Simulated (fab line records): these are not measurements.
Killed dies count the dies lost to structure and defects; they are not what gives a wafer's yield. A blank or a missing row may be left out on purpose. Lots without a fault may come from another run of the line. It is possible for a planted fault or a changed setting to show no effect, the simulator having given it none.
One fault through the eyes of 2 desks -- flow gf180mcu -- what lay behind the numbers comes last; until then each desk has only its own

== FROM THE METROLOGY DESK ==
Means of the sampled wafers that have a number, per lot and without regard to the tool the lot ran on: this is what the gauges read. The brackets show how far a lot's mean lies from the usual mean; more than 4 standard deviations puts the lot out of limits, marked OUT.
Columns: A = NSD_RS at GF_PSD_RS_MEAS_14, usual 45.76 ohm/sq; B = PSD_RS at GF_PSD_RS_MEAS_15, usual 108.50 ohm/sq; C = cd nm at GF_SAB_CD_MEAS_09, usual 419.9 nm; D = SAB_OVL at GF_SAB_OVL_MEAS_10, usual -1.3 nm
lot,first seen here,A,B,C,D
L954,day 15 03:17,45.78,108.24,423.3,-1.6
L955,day 15 13:24,45.82,108.78,423.1,-1.0
L957,day 16 06:43,45.77,108.61,417.7,-1.7
L958,day 16 10:41,45.67,108.06,419.0,-0.8
L959,day 16 19:31,45.79,108.68,419.4,0.2
L962,day 17 19:55,45.73,108.38,416.8,0.0
L964,day 18 14:46,45.73,108.62,418.3,-2.2
L965,day 18 20:58,45.75,108.41,422.3,-1.4
L970,day 20 13:58,47.16 (+18) OUT,115.25 (+26) OUT,421.6,-0.6
L971,day 21 06:30,47.13 (+18) OUT,115.32 (+26) OUT,421.9,-2.4
L972,day 21 09:29,47.03 (+16) OUT,115.15 (+26) OUT,421.3,-2.3
L973,day 21 15:55,45.69,108.29,421.0,-3.4
L974,day 22 02:46,45.87,108.77,421.3,-0.5
This desk reports L970, L971, L972 out of limits; the earliest was L970 at day 20 13:58 (NSD_RS at GF_PSD_RS_MEAS_14). L954, L955, L957, L958, L959, L962, L964, L965, L973, L974: within limits.

== THE TOOL OWNER'S DESK: rtp anneal-02 ==
Per lot that ran on this tool, the mean of the sampled wafers carrying a number, from the tool's own readings at GF_PSD_RTA_13 (time 20 s). The brackets show how far a lot's mean lies from the usual mean; more than 4 standard deviations puts the lot out of limits, marked OUT.
Columns: A = lamp power pct at GF_PSD_RTA_13, usual 31.5 %; B = wafer_temp_C_max at GF_PSD_RTA_13, usual 1031.0
lot,first seen here,A,B
L954,day 15 03:11,32.5,1030.4
L955,day 15 13:19,32.5,1030.9
L957,day 16 06:38,32.5,1031.8
L964,day 18 14:41,32.5,1030.4
L965,day 18 20:53,32.5,1030.1
L970,day 20 13:53,31.6,1020.4 (-8.2) OUT
L971,day 21 06:25,31.6,1020.5 (-8.1) OUT
L972,day 21 09:23,31.7,1020.4 (-8.1) OUT
This desk's finding: out of limits on L970, L971, L972; first on L970, day 20 13:53 (wafer_temp_C_max at GF_PSD_RTA_13). L954, L955, L957, L964, L965: within limits.

== ALL TOGETHER ==
The tool owner's desk had the chance to raise an alarm at day 20 13:53 on L970, L971, L972.
An alarm was possible from the metrology desk at day 20 13:58, on L970, L971, L972.
GF_PSD_RTA_13 was run on rtp anneal-02 by each of the lots named.

== WHAT WAS PUT IN BY THE SIMULATOR ==
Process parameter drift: rtp anneal-02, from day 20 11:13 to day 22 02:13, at GF_PSD_RTA_13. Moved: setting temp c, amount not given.
Struck lots among those shown: L970, L971, L972.
Hours from the fault's start to each desk's first reading out of limits: the tool owner's desk, 3; the metrology desk, 3.
